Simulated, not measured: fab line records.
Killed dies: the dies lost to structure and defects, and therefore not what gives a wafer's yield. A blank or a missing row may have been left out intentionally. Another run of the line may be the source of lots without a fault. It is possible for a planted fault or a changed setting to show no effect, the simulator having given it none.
Chamber matching -- flow sky130 -- rieSi-01 running SKY_FIELD_ISO_ETCH_17: 3 sister chambers
The step etches Si in HBr/Cl2/O2, target depth 342 nm, time 97.7 s. 3 wafers are shown with their chamber, then 6 later ones without.

## EACH WAFER AND ITS CHAMBER
wafer,chamber,drypumpMotorCurrentA (A)
L232.2,2,6.0
L232.4,3,4.9
L235.2,0,5.6

## WAFERS WITHOUT THEIR CHAMBER
wafer,drypumpMotorCurrentA (A)
L235.3,4.9
L241.4,4.9
L241.5,5.6
L242.2,6.0
L242.5,4.8
L242.6,6.0

## WHICH CHAMBER EACH WENT THROUGH
wafer,from the rows above,in truth
L235.3,3,3
L241.4,3,3
L241.5,0,0
L242.2,2,2
L242.5,3,3
L242.6,2,2
Placed correctly: 6 of 6. From these rows, 0 cannot be placed. Number placed wrongly: 0.
How it was worked out, from the rows above alone: a wafer's distance from a chamber is the root of the sum, over the readings, of the square of ((its reading less the chamber's mean) divided by the reading's scatter). If the next closest chamber is less than 2 further off than the closest, the wafer can't be placed; otherwise it belongs to the closest. Each chamber's mean is taken over the wafers shown for it. The scatter (one wafer shown for each chamber): square how far every hidden wafer sits from the nearest shown wafer, average those squares and take the square root.
